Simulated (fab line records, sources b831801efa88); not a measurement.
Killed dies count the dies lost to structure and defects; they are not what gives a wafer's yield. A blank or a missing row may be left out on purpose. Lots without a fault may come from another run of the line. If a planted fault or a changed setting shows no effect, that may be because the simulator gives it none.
Which tool did it? :: flow gf180mcu :: 24 lots, 72 wafers sampled, at 6 steps of a route of 602

## WHAT EACH GAUGE READ, for each wafer
GF_HV_LDD_THK_MEAS_57.
lot: L074
measured: day 13 05:39
on: film-metro-03
HV_LDD_CVD_56_THK (nm): 91.4 90.9 91.1

lot: L075
measured: day 13 12:53
on: film-metro-04
HV_LDD_CVD_56_THK (nm): 89.5 89.0 89.7

lot: L076
measured: day 13 18:20
on: film-metro-03
HV_LDD_CVD_56_THK (nm): 89.9 90.2 90.7

lot: L077
measured: day 14 08:29
on: film-metro-01
HV_LDD_CVD_56_THK (nm): 89.5 89.3 88.8

lot: L078
measured: day 14 18:12
on: film-metro-03
HV_LDD_CVD_56_THK (nm): 91.5 92.1 92.0

lot: L079
measured: day 15 00:55
on: film-metro-04
HV_LDD_CVD_56_THK (nm): 89.4 89.3 89.9

lot: L080
measured: day 15 01:10
on: film-metro-03
HV_LDD_CVD_56_THK (nm): 90.3 89.4 89.3

lot: L081
measured: day 15 15:47
on: film-metro-04
HV_LDD_CVD_56_THK (nm): 90.8 91.0 91.1

lot: L082
measured: day 15 16:06
on: film-metro-01
HV_LDD_CVD_56_THK (nm): 90.3 91.0 90.7

lot: L083
measured: day 16 06:53
on: film-metro-03
HV_LDD_CVD_56_THK (nm): 90.0 89.7 89.9

lot: L084
measured: day 16 12:05
on: film-metro-04
HV_LDD_CVD_56_THK (nm): 90.2 89.9 91.0

lot: L085
measured: day 16 21:32
on: film-metro-04
HV_LDD_CVD_56_THK (nm): 91.3 90.8 90.3

lot: L086
measured: day 16 22:50
on: film-metro-03
HV_LDD_CVD_56_THK (nm): 90.0 89.6 89.7

lot: L087
measured: day 17 09:41
on: film-metro-03
HV_LDD_CVD_56_THK (nm): 89.1 88.7 89.4

lot: L088
measured: day 17 16:26
on: film-metro-01
HV_LDD_CVD_56_THK (nm): 90.7 90.5 90.7

lot: L089
measured: day 18 03:26
on: film-metro-01
HV_LDD_CVD_56_THK (nm): 90.1 90.0 90.2

lot: L090
measured: day 18 07:43
on: film-metro-01
HV_LDD_CVD_56_THK (nm): 89.5 89.7 89.9

lot: L091
measured: day 18 19:38
on: film-metro-01
HV_LDD_CVD_56_THK (nm): 89.9 89.9 90.2

lot: L092
measured: day 19 00:19
on: film-metro-04
HV_LDD_CVD_56_THK (nm): 88.1 88.3 87.9

lot: L093
measured: day 19 06:55
on: film-metro-04
HV_LDD_CVD_56_THK (nm): 88.9 89.7 90.8

lot: L094
measured: day 19 18:04
on: film-metro-01
HV_LDD_CVD_56_THK (nm): 89.9 90.6 91.0

lot: L095
measured: day 20 01:04
on: film-metro-04
HV_LDD_CVD_56_THK (nm): 90.2 89.2 90.2

lot: L096
measured: day 20 10:35
on: film-metro-03
HV_LDD_CVD_56_THK (nm): 89.8 90.1 90.9

lot: L097
measured: day 20 21:33
on: film-metro-03
HV_LDD_CVD_56_THK (nm): 90.8 90.4 90.7

GF_M3_THK_MEAS_06: measures by xrf.
lot: L074
measured: day 21 10:52
on: film-metro-01
M3_ALCU_THK (nm): 447 458 456

lot: L075
measured: day 21 22:08
on: film-metro-01
M3_ALCU_THK (nm): 455 449 453

lot: L076
measured: day 22 00:26
on: film-metro-01
M3_ALCU_THK (nm): 450 448 453

lot: L077
measured: day 22 15:28
on: film-metro-04
M3_ALCU_THK (nm): 454 452 453

lot: L078
measured: day 23 03:23
on: film-metro-01
M3_ALCU_THK (nm): 457 451 462

lot: L079
measured: day 23 09:55
on: film-metro-04
M3_ALCU_THK (nm): 474 474 464

lot: L080
measured: day 23 11:04
on: film-metro-04
M3_ALCU_THK (nm): 458 456 460

lot: L081
measured: day 24 03:04
on: film-metro-04
M3_ALCU_THK (nm): 465 463 456

lot: L082
measured: day 24 03:15
on: film-metro-04
M3_ALCU_THK (nm): 455 462 460

lot: L083
measured: day 24 16:09
on: film-metro-01
M3_ALCU_THK (nm): 446 449 446

lot: L084
measured: day 24 21:04
on: film-metro-04
M3_ALCU_THK (nm): 463 471 461

lot: L085
measured: day 25 05:32
on: film-metro-01
M3_ALCU_THK (nm): 453 450 453

lot: L086
measured: day 25 07:35
on: film-metro-04
M3_ALCU_THK (nm): 458 460 457

lot: L087
measured: day 25 16:14
on: film-metro-01
M3_ALCU_THK (nm): 459 457 465

lot: L088
measured: day 25 21:22
on: film-metro-02
M3_ALCU_THK (nm): 463 465 467

lot: L089
measured: day 26 07:41
on: film-metro-02
M3_ALCU_THK (nm): 456 451 450

lot: L090
measured: day 26 13:35
on: film-metro-01
M3_ALCU_THK (nm): 458 452 456

lot: L091
measured: day 26 22:01
on: film-metro-04
M3_ALCU_THK (nm): 470 467 472

lot: L092
measured: day 27 02:44
on: film-metro-01
M3_ALCU_THK (nm): 468 465 465

lot: L093
measured: day 27 05:45
on: film-metro-01
M3_ALCU_THK (nm): 452 451 456

lot: L094
measured: day 27 15:06
on: film-metro-02
M3_ALCU_THK (nm): 455 450 455

lot: L095
measured: day 27 21:25
on: film-metro-01
M3_ALCU_THK (nm): 459 460 458

lot: L096
measured: day 28 04:34
on: film-metro-04
M3_ALCU_THK (nm): 461 456 457

lot: L097
measured: day 28 14:50
on: film-metro-01
M3_ALCU_THK (nm): 459 461 462

GF_M5_OVL_MEAS_08.
lot: L074
measured: day 27 05:27
on: overlay-02
M5_OVL (nm): 11 5 0

lot: L075
measured: day 27 15:12
on: overlay-02
M5_OVL (nm): 0 0 -5

lot: L076
measured: day 27 15:14
on: overlay-01
M5_OVL (nm): 2 7 7

lot: L077
measured: day 28 05:59
on: overlay-02
M5_OVL (nm): 1 -4 -5

lot: L078
measured: day 28 16:07
on: overlay-02
M5_OVL (nm): -9 -6 -2

lot: L079
measured: day 28 21:38
on: overlay-02
M5_OVL (nm): 1 -5 0

lot: L080
measured: day 28 21:59
on: overlay-02
M5_OVL (nm): -4 -4 -3

lot: L081
measured: day 29 12:08
on: overlay-01
M5_OVL (nm): -8 -9 -12

lot: L082
measured: day 29 13:00
on: overlay-01
M5_OVL (nm): -4 -4 -3

lot: L083
measured: day 30 00:00
on: overlay-01
M5_OVL (nm): 0 8 5

lot: L084
measured: day 30 04:41
on: overlay-02
M5_OVL (nm): -7 -1 2

lot: L085
measured: day 30 14:37
on: overlay-02
M5_OVL (nm): 1 5 12

lot: L086
measured: day 30 15:29
on: overlay-02
M5_OVL (nm): 7 2 4

lot: L087
measured: day 30 23:56
on: overlay-01
M5_OVL (nm): 0 5 1

lot: L088
measured: day 31 01:32
on: overlay-01
M5_OVL (nm): -2 4 -4

lot: L089
measured: day 31 11:08
on: overlay-01
M5_OVL (nm): -13 -14 -7

lot: L090
measured: day 31 17:48
on: overlay-02
M5_OVL (nm): 6 -9 -7

lot: L091
measured: day 32 01:47
on: overlay-02
M5_OVL (nm): 0 -3 -1

lot: L092
measured: day 32 04:06
on: overlay-01
M5_OVL (nm): -4 4 -8

lot: L093
measured: day 32 07:29
on: overlay-02
M5_OVL (nm): -1 -6 -10

lot: L094
measured: day 32 13:14
on: overlay-02
M5_OVL (nm): -8 -8 -10

lot: L095
measured: day 32 21:26
on: overlay-01
M5_OVL (nm): -9 -3 -7

lot: L096
measured: day 33 02:03
on: overlay-01
M5_OVL (nm): -1 -9 -2

lot: L097
measured: day 33 10:42
on: overlay-01
M5_OVL (nm): -6 0 0

GF_V5_THK_MEAS_25: measures by xrf.
lot: L074
measured: day 28 04:10
on: film-metro-02
V5_W_THK (nm): 363 363 352

lot: L075
measured: day 28 13:28
on: film-metro-03
V5_W_THK (nm): 359 361 366

lot: L076
measured: day 28 13:47
on: film-metro-02
V5_W_THK (nm): 359 353 360

lot: L077
measured: day 29 04:23
on: film-metro-02
V5_W_THK (nm): 369 356 360

lot: L078
measured: day 29 14:34
on: film-metro-01
V5_W_THK (nm): 352 353 354

lot: L079
measured: day 29 19:41
on: film-metro-03
V5_W_THK (nm): 359 355 358

lot: L080
measured: day 29 20:14
on: film-metro-01
V5_W_THK (nm): 357 364 360

lot: L081
measured: day 30 10:52
on: film-metro-01
V5_W_THK (nm): 357 359 350

lot: L082
measured: day 30 11:38
on: film-metro-01
V5_W_THK (nm): 360 351 362

lot: L083
measured: day 30 20:01
on: film-metro-01
V5_W_THK (nm): 355 357 356

lot: L084
measured: day 31 01:44
on: film-metro-03
V5_W_THK (nm): 363 359 358

lot: L085
measured: day 31 11:51
on: film-metro-02
V5_W_THK (nm): 359 358 358

lot: L086
measured: day 31 12:12
on: film-metro-01
V5_W_THK (nm): 361 361 355

lot: L087
measured: day 31 21:05
on: film-metro-01
V5_W_THK (nm): 365 362 359

lot: L088
measured: day 31 22:23
on: film-metro-01
V5_W_THK (nm): 356 355 350

lot: L089
measured: day 32 07:02
on: film-metro-02
V5_W_THK (nm): 353 353 354

lot: L090
measured: day 32 14:25
on: film-metro-02
V5_W_THK (nm): 350 353 357

lot: L091
measured: day 32 21:26
on: film-metro-01
V5_W_THK (nm): 361 365 364

lot: L092
measured: day 32 23:26
on: film-metro-03
V5_W_THK (nm): 371 357 371

lot: L093
measured: day 33 02:52
on: film-metro-02
V5_W_THK (nm): 350 349 362

lot: L094
measured: day 33 08:00
on: film-metro-02
V5_W_THK (nm): 357 349 356

lot: L095
measured: day 33 16:20
on: film-metro-02
V5_W_THK (nm): 350 348 351

lot: L096
measured: day 33 20:22
on: film-metro-01
V5_W_THK (nm): 351 349 354

lot: L097
measured: day 34 04:36
on: film-metro-03
V5_W_THK (nm): 366 364 366

GF_PASSIVATION_BOW_MEAS_14.
lot: L074
measured: day 29 23:13
on: film-metro-01
PASSIVATION_BOW (um): 128 115 109

lot: L075
measured: day 30 07:24
on: film-metro-01
PASSIVATION_BOW (um): 128 151 142

lot: L076
measured: day 30 08:00
on: film-metro-01
PASSIVATION_BOW (um): 131 120 127

lot: L077
measured: day 30 20:59
on: film-metro-04
PASSIVATION_BOW (um): 136 132 136

lot: L078
measured: day 31 08:29
on: film-metro-01
PASSIVATION_BOW (um): 139 141 141

lot: L079
measured: day 31 13:55
on: film-metro-04
PASSIVATION_BOW (um): 120 123 140

lot: L080
measured: day 31 15:25
on: film-metro-03
PASSIVATION_BOW (um): 142 150 133

lot: L081
measured: day 32 02:48
on: film-metro-01
PASSIVATION_BOW (um): 144 137 155

lot: L082
measured: day 32 03:52
on: film-metro-03
PASSIVATION_BOW (um): 124 126 125

lot: L083
measured: day 32 11:37
on: film-metro-04
PASSIVATION_BOW (um): 122 131 141

lot: L084
measured: day 32 17:22
on: film-metro-03
PASSIVATION_BOW (um): 137 140 144

lot: L085
measured: day 33 02:25
on: film-metro-01
PASSIVATION_BOW (um): 127 136 129

lot: L086
measured: day 33 03:11
on: film-metro-03
PASSIVATION_BOW (um): 136 136 141

lot: L087
measured: day 33 11:08
on: film-metro-01
PASSIVATION_BOW (um): 144 132 140

lot: L088
measured: day 33 12:14
on: film-metro-03
PASSIVATION_BOW (um): 136 136 144

lot: L089
measured: day 33 20:19
on: film-metro-03
PASSIVATION_BOW (um): 144 141 133

lot: L090
measured: day 34 01:52
on: film-metro-03
PASSIVATION_BOW (um): 109 115 127

lot: L091
measured: day 34 08:35
on: film-metro-03
PASSIVATION_BOW (um): 151 147 149

lot: L092
measured: day 34 11:38
on: film-metro-04
PASSIVATION_BOW (um): 141 147 149

lot: L093
measured: day 34 14:27
on: film-metro-04
PASSIVATION_BOW (um): 131 131 132

lot: L094
measured: day 34 18:38
on: film-metro-03
PASSIVATION_BOW (um): 136 136 138

lot: L095
measured: day 35 02:41
on: film-metro-04
PASSIVATION_BOW (um): 134 122 133

lot: L096
measured: day 35 06:35
on: film-metro-01
PASSIVATION_BOW (um): 148 148 151

lot: L097
measured: day 35 12:09
on: film-metro-01
PASSIVATION_BOW (um): 144 135 133

## WHICH TOOL RAN EACH LOT (tool, then ch and the chambers of the sampled wafers, then the start)
lot: L074
GF_M4_STRIP_17: plasma-asher-02 ch 0,1, day 24 12:20

lot: L075
GF_M4_STRIP_17: plasma-asher-02 ch 0,1, day 24 20:34

lot: L076
GF_M4_STRIP_17: plasma-asher-04 ch 0,1, day 24 22:02

lot: L077
GF_M4_STRIP_17: plasma-asher-02 ch 0,1, day 25 12:34

lot: L078
GF_M4_STRIP_17: plasma-asher-04 ch 0,1, day 25 22:59

lot: L079
GF_M4_STRIP_17: plasma-asher-01 ch 0,1, day 26 04:31

lot: L080
GF_M4_STRIP_17: plasma-asher-04 ch 0,1, day 26 04:56

lot: L081
GF_M4_STRIP_17: plasma-asher-01 ch 0,1, day 26 21:21

lot: L082
GF_M4_STRIP_17: plasma-asher-02 ch 0,1, day 26 21:35

lot: L083
GF_M4_STRIP_17: plasma-asher-04 ch 0,1, day 27 08:59

lot: L084
GF_M4_STRIP_17: plasma-asher-02 ch 0,1, day 27 14:28

lot: L085
GF_M4_STRIP_17: plasma-asher-01 ch 0, day 28 00:29

lot: L086
GF_M4_STRIP_17: plasma-asher-04 ch 0,1, day 28 00:57

lot: L087
GF_M4_STRIP_17: plasma-asher-02 ch 0,1, day 28 09:17

lot: L088
GF_M4_STRIP_17: plasma-asher-02 ch 0,1, day 28 13:37

lot: L089
GF_M4_STRIP_17: plasma-asher-04 ch 0,1, day 28 23:22

lot: L090
GF_M4_STRIP_17: plasma-asher-04 ch 0,1, day 29 05:37

lot: L091
GF_M4_STRIP_17: plasma-asher-04 ch 0,1, day 29 13:16

lot: L092
GF_M4_STRIP_17: plasma-asher-02 ch 0,1, day 29 17:27

lot: L093
GF_M4_STRIP_17: plasma-asher-04 ch 0,1, day 29 20:05

lot: L094
GF_M4_STRIP_17: plasma-asher-01 ch 0,1, day 30 04:36

lot: L095
GF_M4_STRIP_17: plasma-asher-04 ch 0,1, day 30 12:16

lot: L096
GF_M4_STRIP_17: plasma-asher-02 ch 0,1, day 30 17:21

lot: L097
GF_M4_STRIP_17: plasma-asher-04 ch 0,1, day 31 02:43
- GF_M4_STRIP_17: strips in O2/N2.

## WHAT THE TOOLS THEMSELVES READ (means of the sampled wafers that have a number; where no wafer has one, the mark that the record gives instead)
GF_M4_STRIP_17.
lot: L074
tool: plasma-asher-02
drypump-motor-current-A (A): 5.3
heater-power-w (W): 336
oes-product-au (a.u.): 0.553
strip-time-to-endpoint-s (s): 7.81

lot: L075
tool: plasma-asher-02
drypump-motor-current-A (A): 5.4
heater-power-w (W): 329
oes-product-au (a.u.): 0.555
strip-time-to-endpoint-s (s): 7.83

lot: L076
tool: plasma-asher-04
drypump-motor-current-A (A): 6.3
heater-power-w (W): 340
oes-product-au (a.u.): 0.562
strip-time-to-endpoint-s (s): 7.93

lot: L077
tool: plasma-asher-02
drypump-motor-current-A (A): 5.3
heater-power-w (W): 333
oes-product-au (a.u.): 0.558
strip-time-to-endpoint-s (s): 7.83

lot: L078
tool: plasma-asher-04
drypump-motor-current-A (A): 6.3
heater-power-w (W): 344
oes-product-au (a.u.): 0.560
strip-time-to-endpoint-s (s): 7.83

lot: L079
tool: plasma-asher-01
drypump-motor-current-A (A): 5.7
heater-power-w (W): 327
oes-product-au (a.u.): 0.559
strip-time-to-endpoint-s (s): 7.86

lot: L080
tool: plasma-asher-04
drypump-motor-current-A (A): 6.5
heater-power-w (W): 332
oes-product-au (a.u.): 0.554
strip-time-to-endpoint-s (s): 7.85

lot: L081
tool: plasma-asher-01
drypump-motor-current-A (A): 5.4
heater-power-w (W): 322
oes-product-au (a.u.): 0.554
strip-time-to-endpoint-s (s): 7.85

lot: L082
tool: plasma-asher-02
drypump-motor-current-A (A): 5.3
heater-power-w (W): 332
oes-product-au (a.u.): 0.558
strip-time-to-endpoint-s (s): 7.86

lot: L083
tool: plasma-asher-04
drypump-motor-current-A (A): 6.3
heater-power-w (W): 339
oes-product-au (a.u.): 0.557
strip-time-to-endpoint-s (s): 7.84

lot: L084
tool: plasma-asher-02
drypump-motor-current-A (A): 5.5
heater-power-w (W): 331
oes-product-au (a.u.): 0.558
strip-time-to-endpoint-s (s): 7.88

lot: L085
tool: plasma-asher-01
drypump-motor-current-A (A): 5.2
heater-power-w (W): 324
oes-product-au (a.u.): 0.560
strip-time-to-endpoint-s (s): 7.82

lot: L086
tool: plasma-asher-04
drypump-motor-current-A (A): 6.5
heater-power-w (W): 329
oes-product-au (a.u.): 0.555
strip-time-to-endpoint-s (s): 7.83

lot: L087
tool: plasma-asher-02
drypump-motor-current-A (A): 5.3
heater-power-w (W): 333
oes-product-au (a.u.): 0.558
strip-time-to-endpoint-s (s): 7.87

lot: L088
tool: plasma-asher-02
drypump-motor-current-A (A): 5.3
heater-power-w (W): 338
oes-product-au (a.u.): 0.555
strip-time-to-endpoint-s (s): 7.84

lot: L089
tool: plasma-asher-04
drypump-motor-current-A (A): 6.5
heater-power-w (W): 332
oes-product-au (a.u.): 0.568
strip-time-to-endpoint-s (s): 7.97

lot: L090
tool: plasma-asher-04
drypump-motor-current-A (A): 6.5
heater-power-w (W): 330
oes-product-au (a.u.): 0.555
strip-time-to-endpoint-s (s): 7.82

lot: L091
tool: plasma-asher-04
drypump-motor-current-A (A): 6.3
heater-power-w (W): 347
oes-product-au (a.u.): 0.562
strip-time-to-endpoint-s (s): 7.93

lot: L092
tool: plasma-asher-02
drypump-motor-current-A (A): 5.5
heater-power-w (W): 327
oes-product-au (a.u.): 0.562
strip-time-to-endpoint-s (s): 7.91

lot: L093
tool: plasma-asher-04
drypump-motor-current-A (A): 6.2
heater-power-w (W): 347
oes-product-au (a.u.): 0.556
strip-time-to-endpoint-s (s): 7.82

lot: L094
tool: plasma-asher-01
drypump-motor-current-A (A): 5.5
heater-power-w (W): 326
oes-product-au (a.u.): 0.559
strip-time-to-endpoint-s (s): 7.91

lot: L095
tool: plasma-asher-04
drypump-motor-current-A (A): 6.3
heater-power-w (W): 339
oes-product-au (a.u.): 0.555
strip-time-to-endpoint-s (s): 7.88

lot: L096
tool: plasma-asher-02
drypump-motor-current-A (A): 5.3
heater-power-w (W): 334
oes-product-au (a.u.): 0.557
strip-time-to-endpoint-s (s): 7.84

lot: L097
tool: plasma-asher-04
drypump-motor-current-A (A): 6.5
heater-power-w (W): 329
oes-product-au (a.u.): 0.558
strip-time-to-endpoint-s (s): 7.91

## THE ANSWER, worked out from the rows above alone
Rule: usual is defined by the lots themselves. Put in order of their means at a reading, lots are off if they are a third of the lots or fewer, leave a main group of 4 or more, and stand apart from it by a gap of 3 or more times the standard deviation of the main group's means; of several such gaps the widest counts. A main group is skipped when, at the precision printed for the reading in the tables above, its means are all equal. A lot without any number at a reading at which 4 lots or more have one is off too. Where the step has rows for the other lots, those lots are counted as sound. After the gauges, taken in route order, come the tools' own readings; for these a lot's mean is taken, as printed above. The first step at which some lot is off is used, and at that step the reading that is off furthest; a lot without a number counts as furthest.
No lot is off on any of the readings shown, so nothing can be concluded from this.

## WHAT HAD BEEN PUT IN BY THE SIMULATOR
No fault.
